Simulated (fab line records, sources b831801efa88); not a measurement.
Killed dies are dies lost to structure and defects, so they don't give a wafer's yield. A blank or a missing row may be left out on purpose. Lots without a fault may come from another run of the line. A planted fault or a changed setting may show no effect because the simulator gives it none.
fab line records | flow sky130
record lots=5 wafers=15 last_day=49
route steps=708 shown VIA2@524 METAL3@532 CAPM@537 PAD_OPEN@708
lots that met no fault: from a run of the same line without faults
start_h: hours from the record's first day to the start of the lot's first wafer shown | wait_h: hours since the lot's step before | " the same as in the row above | L1.1+2: a row that stands for several wafers | - no value, or no start given | * or withheld: withheld | < > ~ a bound
route shown NAME@n: a module of which the file shows steps, and the number in the route of the first | usual: mean/standard deviation of fault-free wafers | same: alike in all rows | chamber/n: place in a boat | sites: the reading at each site | _std_site: their standard deviation | _edge_site: outer sites' mean less inner sites' | radius_mm: how far each site lies from the wafer's centre | mask NAME#n: copy n | behind: the tool/chamber that last shaped the wafer | hold: why the lot was held/for how many hours/how that ended | device: the transistor (n, p or np) that didn't switch | end of line: the same wafers' tests at the end of the route | a step without rows: its recipe alone | killed: dies lost to structure and defects at the first sort, not the wafer's yield | map: a wafer's dies, x killed, . not, _ none there
set.NAME: the setting as run; set.NAME@STEP: as run at that earlier step | model.NAME: the simulator's own value behind a step, which no gauge read
lots at some steps of the route; a table a step, a row a wafer
services: from which hour (start_h, from the record's first day; less than 0 if before it) a tool's chamber was out of use, for how many hours, and why
## steps
# step SKY_VIA2_STRIP_17
# recipe chemistry=post_etch_residue_remover time_s=1200 temp_c=72.5
# step SKY_VIA2_CLEAN_18
# recipe chemistry=IPA time_s=180 temp_c=25
# step SKY_VIA2_CLEAN_19
# recipe chemistry=O3/DIW dry=n2_spin
# step SKY_VIA2_SPUTTER_20
# recipe material=TiN target_thk_nm=20 chamber_pressure_pa=5 power_w=4000 time_s=80
# usual chamber_pressure_pa=4.999/0.009 throttle_valve_pct=30.2/1.4
# columns lot.wafer tool chamber start_h wait_h chamber_pressure_pa throttle_valve_pct
L553.2 pvd_sputter-03 - 849.63 0.0 5.009 31.7
L553.5 " - " " 4.992 30.3
L553.6 " - " " 5.001 31.1
L561.1 pvd_sputter-04 - 927.49 0.0 5.007 31.9
L561.3 " - " " 4.987 30.3
L561.6 " - " " 5.004 29.9
L563.3 pvd_sputter-01 - 933.14 0.0 4.994 32.2
L563.4 " - " " 5.002 29.2
L563.5 " - " " 4.998 32.3
L567.1 pvd_sputter-01 - 954.09 0.0 5.006 32.1
L567.2 " - " " 4.996 27.3
L567.5 " - " " 5.016 32.3
L572.3 pvd_sputter-03 - 990.35 0.0 4.997 31.5
L572.4 " - " " 4.996 28.1
L572.5 " - " " 4.996 31.4
# step SKY_VIA2_CVD_21
# recipe material=W target_thk_nm=420 time_s=126.4 temp_c=400 pressure_torr=40
# usual heater_power_w=851/56
# columns lot.wafer tool chamber start_h wait_h heater_power_w since_wet_clean_h
L553.2 cvd_w-01 0 849.70 0.0 930 446
L553.5 " 0 " " 920 -
L553.6 " 1 " " 803 -
L561.1 cvd_w-02 1 927.55 0.0 856 10
L561.3 " 0 " " 801 -
L561.6 " 0 " " 794 -
L563.3 cvd_w-02 1 933.24 0.1 851 -
L563.4 " 0 " " 789 -
L563.5 " 0 " " 792 -
L567.1 cvd_w-01 1 954.15 0.0 808 550
L567.2 " 0 " " 910 550
L567.5 " 0 " " 916 -
L572.3 cvd_w-02 0 990.45 0.1 808 -
L572.4 " 1 " " 861 -
L572.5 " 0 " " 804 -
# step SKY_VIA2_RS_MEAS_22
# recipe thk_meas_gauge=four-point-probe reads=W_of_VIA2_CVD_21+TiN_of_VIA2_SPUTTER_20
# usual VIA2_W_RS=0.271/0.0042
# columns lot.wafer tool chamber start_h wait_h VIA2_W_RS[ohm/sq]
L553.2 film_metro-02 - 849.85 0.1 0.275
L553.5 " - " " 0.276
L553.6 " - " " 0.271
L561.1 film_metro-01 - 927.68 0.1 0.269
L561.3 " - " " 0.264
L561.6 " - " " 0.264
L563.3 film_metro-03 - 933.37 0.1 0.269
L563.4 " - " " 0.266
L563.5 " - " " 0.265
L567.1 film_metro-03 - 954.28 0.1 0.272
L567.2 " - " " 0.269
L567.5 " - " " 0.272
L572.3 film_metro-02 - 990.58 0.1 0.263
L572.4 " - " " 0.267
L572.5 " - " " 0.266
# step SKY_VIA2_THK_MEAS_23
# recipe thk_meas_gauge=xrf reads=W_of_VIA2_CVD_21
# usual VIA2_W_THK=426/7.5
# columns lot.wafer tool chamber start_h wait_h VIA2_W_THK[nm]
L553.2 film_metro-02 - 849.96 0.1 419
L553.5 " - " " 421
L553.6 " - " " 425
L561.1 film_metro-01 - 927.80 0.1 426
L561.3 " - " " 434
L561.6 " - " " 437
L563.3 film_metro-03 - 933.47 0.1 427
L563.4 " - " " 436
L563.5 " - " " 436
L567.1 film_metro-03 - 954.40 0.1 422
L567.2 " - " " 424
L567.5 " - " " 423
L572.3 film_metro-02 - 990.68 0.1 436
L572.4 " - " " 430
L572.5 " - " " 433
# step SKY_VIA2_CMP_24
# recipe stop_on=SiO2 t_overpolish_s=20 down_force_psi=3.5 platen_rpm=60 target_thk_nm=0 pad_velocity_m_s=0.94248
# usual edge_zone_pressure_frac=1.000/0.0047 motor_current_A=10.9/1.1 overpolish_run_s=20.001/0.0091 retaining_ring_pressure_frac=1.000/0.0049 time_to_endpoint_s=103/4.5
# columns lot.wafer tool chamber start_h wait_h edge_zone_pressure_frac motor_current_A overpolish_run_s retaining_ring_pressure_frac time_to_endpoint_s
L553.2 cmp-02 1 850.01 0.0 0.995 9.0 20.006 0.996 106
L553.5 " 1 " " 0.997 9.0 20.001 0.992 102
L553.6 " 2 " " 1.003 11.7 20.013 1.000 98
L561.1 cmp-01 1 927.86 0.1 0.998 10.2 20.011 1.001 98
L561.3 " 3 " " 1.007 12.1 20.002 1.007 98
L561.6 " 1 " " 0.997 9.8 20.000 1.002 104
L563.3 cmp-01 2 933.51 0.0 1.004 12.2 19.996 1.006 102
L563.4 " 3 " " 1.005 11.6 20.005 1.000 102
L563.5 " 2 " " 1.003 12.2 20.014 1.007 99
L567.2 cmp-01 1 954.46 0.0 1.010 9.8 20.000 0.997 104
L567.1 " 2 " " 1.006 12.7 20.017 1.003 105
L567.5 " 1 " " 1.006 9.7 20.014 0.993 101
L572.4 cmp-01 3 991.12 0.4 1.003 11.9 20.007 0.999 105
L572.3 " 1 " " 1.003 9.9 19.998 0.997 107
L572.5 " 2 " " 0.996 12.6 19.995 0.991 108
# step SKY_METAL3_SPUTTER_00
# recipe material=Ti target_thk_nm=15 power_w=3000 time_s=10 chamber_pressure_pa=0.4
# usual chamber_pressure_pa=0.4001/0.00075 throttle_valve_pct=30.1/1.4
# columns lot.wafer tool chamber start_h wait_h chamber_pressure_pa throttle_valve_pct
L553.2 pvd_sputter-01 - 850.31 0.2 0.3999 32.2
L553.5 " - " " 0.4008 27.8
L553.6 " - " " 0.4000 29.4
L561.1 pvd_sputter-03 - 928.16 0.2 0.3996 27.9
L561.3 " - " " 0.4006 30.6
L561.6 " - " " 0.4000 31.7
L563.3 pvd_sputter-02 - 933.81 0.2 0.4000 30.3
L563.4 " - " " 0.4008 31.7
L563.5 " - " " 0.4005 31.6
L567.1 pvd_sputter-02 - 954.76 0.2 0.4000 30.3
L567.2 " - " " 0.4009 31.8
L567.5 " - " " 0.4007 30.3
L572.3 pvd_sputter-01 - 991.37 0.1 0.3991 28.6
L572.4 " - " " 0.3992 27.7
L572.5 " - " " 0.3987 28.7
# step SKY_METAL3_SPUTTER_01
# recipe material=TiN target_thk_nm=20 power_w=6500 time_s=16.7 chamber_pressure_pa=0.4
# step SKY_METAL3_SPUTTER_02
# recipe material=AlCu target_thk_nm=735 power_w=10600 time_s=39.1 chamber_pressure_pa=0.4
# step SKY_METAL3_SPUTTER_03
# recipe material=Ti target_thk_nm=5 power_w=3000 time_s=3.3 chamber_pressure_pa=0.4
# step SKY_METAL3_SPUTTER_04
# recipe material=TiN target_thk_nm=70 power_w=6500 time_s=58.3 chamber_pressure_pa=0.4
# usual chamber_pressure_pa=0.4000/0.00088 throttle_valve_pct=30.1/1.4
# columns lot.wafer tool chamber start_h wait_h chamber_pressure_pa throttle_valve_pct model.TiN_of_METAL3_SPUTTER_04.thk_nm
L553.2 pvd_sputter-01 - 850.41 0.0 0.4001 32.3 69.98
L553.5 " - " " 0.3993 27.8 69.43
L553.6 " - " " 0.4005 29.4 68.44
L561.1 pvd_sputter-03 - 928.27 0.0 0.3990 28.2 70.26
L561.3 " - " " 0.3988 30.7 70.18
L561.6 " - " " 0.3991 31.6 69.8
L563.3 pvd_sputter-02 - 933.91 0.0 0.4005 30.7 69.66
L563.4 " - " " 0.4000 31.2 71.8
L563.5 " - " " 0.4012 31.6 71.67
L567.1 pvd_sputter-02 - 954.86 0.0 0.4004 30.3 68.59
L567.2 " - " " 0.4009 32.0 70.66
L567.5 " - " " 0.4009 30.4 70.5
L572.3 pvd_sputter-01 - 991.48 0.0 0.3993 28.9 70.04
L572.4 " - " " 0.3996 27.7 24.65
L572.5 " - " " 0.4006 28.8 69.84
# step SKY_CAPM_CVD_00
# recipe material=SiO2 target_thk_nm=15.5 temp_c=400 time_s=withheld rf_w=450
# step SKY_CAPM_THK_MEAS_01
# recipe reads=SiO2_of_CAPM_CVD_00
# usual CAPM_CVD_00_THK=15.56/0.29
# columns lot.wafer tool chamber start_h wait_h CAPM_CVD_00_THK[nm]
L553.2 film_metro-03 - 850.49 - 15.01
L553.5 " - " " 15.23
L553.6 " - " " 15.87
L561.1 film_metro-04 - 928.34 - 15.72
L561.3 " - " " 15.44
L561.6 " - " " 15.88
L563.3 film_metro-02 - 934.00 - 15.69
L563.4 " - " " 15.70
L563.5 " - " " 15.94
L567.1 film_metro-04 - 954.93 - 15.42
L567.2 " - " " 15.74
L567.5 " - " " 16.03
L572.3 film_metro-03 - 991.57 - 15.69
L572.4 " - " " 15.54
L572.5 " - " " 16.13
# step SKY_CAPM_SPUTTER_02
# recipe material=TiN target_thk_nm=200 temp_c=300 power_w=6500 time_s=164.1 chamber_pressure_pa=0.4
# usual chamber_pressure_pa=0.4001/0.00085 throttle_valve_pct=30.4/1.1
# columns lot.wafer tool chamber start_h wait_h chamber_pressure_pa throttle_valve_pct
L553.2 pvd_sputter-04 - 850.54 0.0 0.3991 31.7
L553.5 " - " " 0.3995 30.0
L553.6 " - " " 0.3988 30.3
L561.1 pvd_sputter-02 - 928.40 0.1 0.4008 30.6
L561.3 " - " " 0.4016 30.5
L561.6 " - " " 0.4011 31.5
L563.3 pvd_sputter-04 - 934.04 0.0 0.3987 30.3
L563.4 " - " " 0.3996 30.3
L563.5 " - " " 0.3986 30.0
L567.1 pvd_sputter-01 - 954.99 0.1 0.4004 32.4
L567.2 " - " " 0.3992 28.7
L567.5 " - " " 0.3992 27.8
L572.3 pvd_sputter-04 - 991.61 0.0 0.4008 30.4
L572.4 " - " " 0.4004 31.7
L572.5 " - " " 0.3993 30.3
# step SKY_CAPM_RS_MEAS_03
# recipe thk_meas_gauge=four-point-probe reads=TiN_of_CAPM_SPUTTER_02
# usual CAPM_TIN_RS=7.04/0.1
# columns lot.wafer tool chamber start_h wait_h CAPM_TIN_RS[ohm/sq]
L553.2 film_metro-04 - 850.67 0.1 6.89
L553.5 " - " " 6.93
L553.6 " - " " 6.98
L561.1 film_metro-03 - 928.51 0.1 7.10
L561.3 " - " " 7.12
L561.6 " - " " 7.19
L563.3 film_metro-03 - 934.19 0.1 7.07
L563.4 " - " " 7.16
L563.5 " - " " 7.11
L567.1 film_metro-03 - 955.10 0.1 6.97
L567.2 " - " " 7.12
L567.5 " - " " 7.06
L572.3 film_metro-02 - 991.76 0.1 7.13
L572.4 " - " " 6.92
L572.5 " - " " 7.11
# step SKY_CAPM_THK_MEAS_04
# recipe thk_meas_gauge=xrf reads=TiN_of_CAPM_SPUTTER_02
# usual CAPM_TIN_THK=194.4/3
# columns lot.wafer tool chamber start_h wait_h CAPM_TIN_THK[nm]
L553.2 film_metro-04 - 850.78 0.1 199.2
L553.5 " - " " 197.4
L553.6 " - " " 195.0
L561.1 film_metro-03 - 928.63 0.1 192.2
L561.3 " - " " 191.4
L561.6 " - " " 189.5
L563.3 film_metro-03 - 934.29 0.1 194.1
L563.4 " - " " 190.6
L563.5 " - " " 192.6
L567.1 film_metro-03 - 955.22 0.1 196.1
L567.2 " - " " 191.4
L567.5 " - " " 193.5
L572.3 film_metro-02 - 991.86 0.1 192.7
L572.4 " - " " 198.1
L572.5 " - " " 192.0
# step SKY_CAPM_DEHYDRATE_05
# recipe temp_c=200 time_s=60
# step SKY_CAPM_HMDS_06
# recipe prime_time_s=60 prime_temp_c=120
# step SKY_CAPM_COAT_07
# recipe resist=NOVOLAK spin_rpm=3000 resist_thk_nm=1140
# step SKY_CAPM_SOFTBAKE_08
# recipe temp_c=90 time_s=60 resist=NOVOLAK
# step SKY_CAPM_EXPOSE_09
# recipe mask_id=CAPM na=0.6 source_shape=conventional sigma_outer=0.6 polarization=unpolarized target_cd_nm=1000 dose_mj=159
# step SKY_CAPM_PEB_10
# recipe temp_c=withheld time_s=* resist=NOVOLAK
# step SKY_CAPM_DEVELOP_11
# recipe resist=NOVOLAK developer=TMAH develop_time_s=60 dev_temp_c=23
# step SKY_CAPM_OVL_MEAS_12
# usual CAPM_OVL=-0.2/1.2
# columns lot.wafer tool chamber start_h wait_h CAPM_OVL[nm]
L553.2 overlay-02 - 876.14 0.1 -0.8
L553.5 " - " " -0.6
L553.6 " - " " 0.7
L561.1 overlay-02 - 951.99 0.1 0.8
L561.3 " - " " 0.0
L561.6 " - " " -0.1
L563.3 overlay-02 - 957.95 0.1 0.0
L563.4 " - " " 1.8
L563.5 " - " " 1.4
L567.1 overlay-02 - 978.54 0.1 -0.2
L567.2 " - " " 1.0
L567.5 " - " " 1.0
L572.3 overlay-01 - 1014.24 0.1 -0.6
L572.4 " - " " -1.2
L572.5 " - " " -1.4
# step SKY_CAPM_METAL_ETCH_13
# recipe target_depth_nm=220 stop_on=SiO2 chemistry=Cl2/BCl3 target=TiN pressure_mtorr=10 icp_w=900 bias_w=48.5 Cl2_flow_sccm=60 bcl3_flow_sccm=30 time_s=62.9
# step SKY_CAPM_STRIP_14
# recipe chemistry=O2/N2 power_w=1400 pressure_mtorr=1500 platen_temp_c=withheld o2_flow_sccm=3000 n2_flow_sccm=300 overash_fraction=0.5
# step SKY_CAPM_STRIP_15
# recipe chemistry=post_etch_residue_remover time_s=1200 temp_c=72.5
# step SKY_CAPM_CLEAN_16
# recipe chemistry=IPA time_s=180 temp_c=25
# step SKY_CAPM_CLEAN_17
# recipe chemistry=O3/DIW dry=n2_spin
# step SKY_METAL3_DEHYDRATE_05
# recipe temp_c=200 time_s=60
# step SKY_METAL3_HMDS_06
# recipe prime_time_s=60 prime_temp_c=120
# step SKY_METAL3_COAT_07
# recipe resist=BARC temp_c=withheld time_s=withheld spin_rpm=3000 resist_thk_nm=60
# step SKY_METAL3_COAT_08
# recipe resist=KrF-thick spin_rpm=3000 resist_thk_nm=1140
# step SKY_METAL3_SOFTBAKE_09
# recipe temp_c=100 time_s=90 resist=KrF-thick
# step SKY_METAL3_EXPOSE_10
# recipe mask_id=MM3 na=0.68 source_shape=annular sigma_inner=0.4 sigma_outer=0.8 target_cd_nm=300 dose_mj=28
# step SKY_METAL3_PEB_11
# recipe peb_temp_c=withheld peb_time_s=withheld resist=KrF-thick
# step SKY_METAL3_DEVELOP_12
# recipe develop_time_s=62.18 resist=KrF-thick dev_temp_c=21
# step SKY_METAL3_CD_MEAS_13
# recipe target_cd_nm=300
# usual cd_nm=299.9/1.9
# columns lot.wafer tool chamber start_h wait_h cd_nm
L553.2 cd_sem-02 - 902.50 - 300.7
L553.5 " - " " 301.8
L553.6 " - " " 301.1
L561.1 cd_sem-01 - 977.64 - 299.7
L561.3 " - " " 299.6
L561.6 " - " " 299.0
L563.3 cd_sem-01 - 982.82 - 300.8
L563.4 " - " " 301.6
L563.5 " - " " 301.2
L567.1 cd_sem-01 - 1002.33 - 301.2
L567.2 " - " " 300.7
L567.5 " - " " 300.0
L572.3 cd_sem-02 - 1037.38 - 301.3
L572.4 " - " " 301.9
L572.5 " - " " 301.2
# step SKY_METAL3_OVL_MEAS_14
# usual METAL3_OVL=-2/5.2
# columns lot.wafer tool chamber start_h wait_h METAL3_OVL[nm]
L553.2 overlay-01 - 902.62 0.1 1
L553.5 " - " " -12
L553.6 " - " " 0
L561.1 overlay-01 - 977.76 0.1 -2
L561.3 " - " " 5
L561.6 " - " " -10
L563.3 overlay-02 - 982.92 0.1 2
L563.4 " - " " 0
L563.5 " - " " -1
L567.1 overlay-02 - 1002.45 0.1 1
L567.2 " - " " 6
L567.5 " - " " 1
L572.3 overlay-02 - 1037.47 0.1 -5
L572.4 " - " " -2
L572.5 " - " " -1
# step SKY_METAL3_DESCUM_15
# recipe chemistry=O2 source_power_w=150 bias_power_w=0 pressure_mtorr=10 temp_c=40 time_s=8
# step SKY_METAL3_METAL_ETCH_18
# recipe target_depth_a=8450 stop_on=SiO2 over_etch_frac=0.3 time_s=183.1 chemistry=Cl2/BCl3 resist_sidewall_deg=88 pressure_mtorr=10 icp_w=900 bias_w=48.5 Cl2_flow_sccm=60 bcl3_flow_sccm=30
# usual chamber_pressure_mTorr=10.002/0.0088 drypump_motor_current_A=5.7/0.59 oes_product_au=0.865/0.0072 throttle_valve_pct=22.265/0.009
# columns lot.wafer tool chamber start_h wait_h chamber_pressure_mTorr drypump_motor_current_A oes_product_au rf_hours_counter_h throttle_valve_pct
L553.2 rie_metal-04 0 902.80 0.0 9.980 4.7 0.866 14 22.276
L553.5 " 1 " " 10.000 5.9 0.863 - 22.250
L553.6 " 0 " " 10.008 4.7 0.867 - 22.262
L561.1 rie_metal-03 1 977.94 0.0 10.004 6.0 0.860 12 22.260
L561.3 " 0 " " 9.998 5.6 0.856 - 22.261
L561.6 " 1 " " 10.003 6.0 0.858 - 22.279
L563.3 rie_metal-03 0 983.15 0.1 10.006 5.6 0.861 - 22.271
L563.4 " 1 " " 9.998 6.0 0.870 - 22.257
L563.5 " 1 " " 10.008 6.0 0.860 - 22.244
L567.1 rie_metal-03 1 1002.64 0.0 10.002 5.9 0.865 13 22.267
L567.2 " 0 " " 9.987 5.6 0.864 12 22.278
L567.5 " 1 " " 9.996 6.0 0.864 - 22.269
L572.3 rie_metal-04 1 1037.70 0.1 10.020 5.8 0.859 - 22.262
L572.4 " 0 " " 9.998 4.7 0.836 - 22.261
L572.5 " 1 " " 9.994 5.8 0.866 - 22.290
# step SKY_PAD_OPEN_PROBE_99
# usual defect_limited_yield=82.5/1.8 killed_at_M0_to_M3=44/6.6 killed_at_M4_up=2.9/1.8 killed_at_contacts=24/4.8 killed_at_front_end=15/4.5 killed_at_other=0.3/0.64 killed_dies=86/8.7 killed_open=47/6.5 killed_short=39/5.8 sort_bin_3_pad_short=0.9/0.4 sort_bin_5_function=10.3/1.4 sort_bin_6_memory=6.2/1.1 sort_n_pass=406/8.7 sort_yield_pct=82.5/1.8
# same gross_dies=492 killed_at_back_side=0 sort_bin_4_leakage[%]=0 sort_bin_8_speed[%]=0
# columns lot.wafer tool chamber start_h wait_h defect_limited_yield[%] killed_at_M0_to_M3 killed_at_M4_up killed_at_contacts killed_at_front_end killed_at_other killed_dies killed_open killed_short sort_bin_3_pad_short[%] sort_bin_5_function[%] sort_bin_6_memory[%] sort_n_pass sort_yield_pct[%] model.etest.via3_chain.rc_ohm
L553.2 prober-02 - 1076.40 0.1 83.1 41 4 19 18 1 83 41 41 1.4 9.6 5.9 409 83.1 10.47
L553.5 prober-02 - 1076.55 0.2 81.3 57 1 18 16 0 92 54 38 0.6 10.8 7.3 400 81.3 9.156
L553.6 prober-02 - 1076.60 0.2 82.5 42 2 29 12 1 86 37 48 1.4 11.2 4.9 406 82.5 9.954
L561.1 prober-01 - 1139.22 0.1 84.6 42 0 21 12 1 76 43 33 0.4 8.5 6.5 416 84.6 9.604
L561.3 prober-01 - 1139.32 0.2 82.1 43 2 21 21 1 88 38 50 1.2 11.8 4.9 404 82.1 10.87
L561.6 prober-01 - 1139.47 0.2 79.9 49 7 31 12 0 99 49 50 0.2 12.6 7.3 393 79.9 10.04
L563.3 prober-02 - 1143.16 0.2 78.7 51 6 24 24 0 105 57 48 0.6 13.2 7.5 387 78.7 9.73
L563.4 prober-02 - 1143.21 0.2 80.7 54 3 18 19 1 95 55 40 1.2 11.8 6.3 397 80.7 9.507
L563.5 prober-02 - 1143.26 0.2 81.3 47 1 31 13 0 92 51 41 0.8 9.8 8.1 400 81.3 8.953
L567.1 prober-02 - 1159.57 0.1 82.7 46 2 25 11 1 85 41 43 0.8 8.5 7.9 407 82.7 9.894
L567.2 prober-02 - 1159.62 0.1 82.3 41 1 20 25 0 87 45 42 1.6 10.6 5.5 405 82.3 9.263
L567.5 prober-02 - 1159.77 0.2 82.9 48 5 19 12 0 84 45 39 0.2 8.9 7.9 408 82.9 10.06
L572.3 prober-01 - 1181.90 0.2 80.7 42 3 29 21 0 95 54 41 0.8 12.8 5.7 397 80.7 10.11
L572.4 prober-01 - 1181.95 0.2 84.1 38 1 19 19 1 78 47 31 1.0 9.3 5.5 414 84.1 8.477
L572.5 prober-01 - 1182.00 0.2 82.3 45 1 27 14 0 87 46 41 1.2 10.8 5.7 405 82.3 10.69
# killed by level:class
L553.2 LI_CONTACT:geometric_particle:open=8 VIA2:geometric_particle:open=8 FIELD_ISO:geometric_particle:short=6 POLY_GATE:geometric_particle:open=6 METAL3:geometric_particle:short=6 VIA2:geometric_particle:short=5 CONTACT:geometric_particle:short=4 VIA1:geometric_particle:open=4
L553.5 VIA2:geometric_particle:open=13 VIA1:geometric_particle:open=12 FIELD_ISO:geometric_particle:open=8 CONTACT:geometric_particle:open=8 VIA2:geometric_particle:short=5 METAL1:geometric_particle:short=5 VIA1:geometric_particle:short=5 METAL2:geometric_particle:short=5
L553.6 CONTACT:geometric_particle:open=13 CONTACT:geometric_particle:short=8 VIA1:geometric_particle:open=8 METAL2:geometric_particle:short=7 VIA2:geometric_particle:open=7 METAL1:geometric_particle:short=6 VIA1:geometric_particle:short=6 FIELD_ISO:geometric_particle:short=4
L561.1 VIA1:geometric_particle:open=10 CONTACT:geometric_particle:open=8 VIA2:geometric_particle:open=7 LI_CONTACT:geometric_particle:open=6 METAL1:geometric_particle:short=5 POLY_GATE:geometric_particle:open=4 CONTACT:geometric_particle:short=4 VIA1:geometric_particle:short=4
L561.3 VIA1:geometric_particle:open=13 CONTACT:geometric_particle:open=8 POLY_GATE:geometric_particle:short=6 FIELD_ISO:geometric_particle:short=5 VIA1:geometric_particle:short=5 METAL2:geometric_particle:short=5 VIA3:geometric_particle:short=5 LI_CONTACT:geometric_particle:open=4
L561.6 CONTACT:geometric_particle:open=11 VIA1:geometric_particle:open=11 LI_CONTACT:geometric_particle:open=8 METAL1:geometric_particle:short=7 METAL4:geometric_particle:short=7 VIA1:geometric_particle:short=6 VIA2:geometric_particle:short=6 CONTACT:geometric_particle:short=5
L563.3 CONTACT:geometric_particle:open=10 VIA3:geometric_particle:open=9 FIELD_ISO:geometric_particle:short=8 VIA1:geometric_particle:open=8 FIELD_ISO:geometric_particle:open=7 VIA2:geometric_particle:open=7 VIA1:geometric_particle:short=6 CONTACT:geometric_particle:short=6
L563.4 VIA1:geometric_particle:open=23 CONTACT:geometric_particle:open=10 FIELD_ISO:geometric_particle:short=7 VIA3:geometric_particle:open=6 FIELD_ISO:geometric_particle:open=5 VIA1:geometric_particle:short=5 POLY_GATE:geometric_particle:short=4 METAL1:geometric_particle:short=4
L563.5 VIA1:geometric_particle:open=15 CONTACT:geometric_particle:open=9 LI_CONTACT:geometric_particle:open=8 CONTACT:geometric_particle:short=7 VIA1:geometric_particle:short=6 METAL1:geometric_particle:short=6 VIA3:geometric_particle:open=6 POLY_GATE:geometric_particle:short=5
L567.1 LI_CONTACT:geometric_particle:open=10 METAL2:geometric_particle:short=8 VIA3:geometric_particle:open=8 CONTACT:geometric_particle:open=7 VIA3:geometric_particle:short=7 VIA1:geometric_particle:short=5 VIA1:geometric_particle:open=5 VIA2:geometric_particle:open=5
L567.2 VIA3:geometric_particle:open=9 FIELD_ISO:geometric_particle:short=7 VIA2:geometric_particle:open=7 LI_CONTACT:geometric_particle:open=6 LOCAL_INTERCONNECT:geometric_particle:short=6 METAL1:geometric_particle:short=6 VIA1:geometric_particle:open=6 FIELD_ISO:geometric_particle:open=5
L567.5 VIA1:geometric_particle:open=10 LI_CONTACT:geometric_particle:open=7 METAL1:geometric_particle:short=7 POLY_GATE:geometric_particle:open=6 VIA2:geometric_particle:open=6 VIA3:geometric_particle:short=6 METAL2:geometric_particle:short=6 CONTACT:geometric_particle:open=5
L572.3 VIA1:geometric_particle:open=10 CONTACT:geometric_particle:open=9 LI_CONTACT:geometric_particle:open=8 VIA3:geometric_particle:open=8 POLY_GATE:geometric_particle:open=6 LOCAL_INTERCONNECT:geometric_particle:short=6 CONTACT:geometric_particle:short=6 FIELD_ISO:geometric_particle:open=5
L572.4 VIA1:geometric_particle:open=12 FIELD_ISO:geometric_particle:open=6 VIA2:geometric_particle:open=6 VIA3:geometric_particle:open=6 FIELD_ISO:geometric_particle:short=5 LOCAL_INTERCONNECT:geometric_particle:short=4 LI_CONTACT:geometric_particle:open=4 LI_CONTACT:geometric_particle:short=4
L572.5 VIA1:geometric_particle:open=11 VIA2:geometric_particle:open=9 CONTACT:geometric_particle:short=8 LI_CONTACT:geometric_particle:open=6 LOCAL_INTERCONNECT:geometric_particle:short=6 VIA3:geometric_particle:open=6 VIA2:geometric_particle:short=6 LI_CONTACT:geometric_particle:short=4
## services
# columns tool chamber start_h hours kind
rie_metal-04 - 828.47 1.1 repair
rie_metal-04 0 833.46 16.5 repair
rie_metal-03 - 833.72 0.3 repair
cvd_w-02 - 842.05 6.0 pm
cmp-01 - 849.10 1.8 repair
rie_metal-03 1 856.02 15.8 repair
cmp-01 - 857.33 1.6 repair
pvd_sputter-02 - 862.84 1.4 repair
cmp-01 - 871.04 6.6 repair
cmp-01 - 877.62 3.4 pm
pvd_sputter-03 - 885.09 1.0 repair
pvd_sputter-02 - 889.98 21.4 repair
cvd_w-02 - 904.00 14.0 pm
pvd_sputter-01 - 910.54 0.6 repair
cmp-01 - 912.00 4.0 pm
pvd_sputter-03 - 917.18 5.9 repair
cvd_w-02 - 918.00 6.9 pm
pvd_sputter-02 - 919.67 4.8 repair
pvd_sputter-03 - 950.78 5.2 repair
cmp-01 - 976.38 0.4 repair
cmp-01 - 990.66 0.4 repair
pvd_sputter-02 - 995.68 8.0 repair
pvd_sputter-02 - 1021.72 33.6 repair
rie_metal-03 - 1026.89 2.8 pm
## key
first_sign step=SKY_METAL3_METAL_ETCH_18 reading=oes_product_au direction=down sigmas=4 usual=0.865 struck=0.836
effect none on later readings
model_effect step=SKY_METAL3_SPUTTER_04 value=TiN_of_METAL3_SPUTTER_04.thk_nm without=69.79 struck=24.65
model_effect step=SKY_PAD_OPEN_PROBE_99 value=etest.via3_chain.rc_ohm without=9.771 struck=8.477
met_at SKY_METAL3_SPUTTER_04
struck_wafers L572.4
onset_between 850.41 991.48
fault kind=process_parameter_drift tool=pvd_sputter-01 chamber=- onset_h=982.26 steps=SKY_METAL3_SPUTTER_04 channel=target_thk_nm offset=-45.137 shape=step end_h=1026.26 acts_in=these_recipes_only stated=70 scope=struck_wafers_only
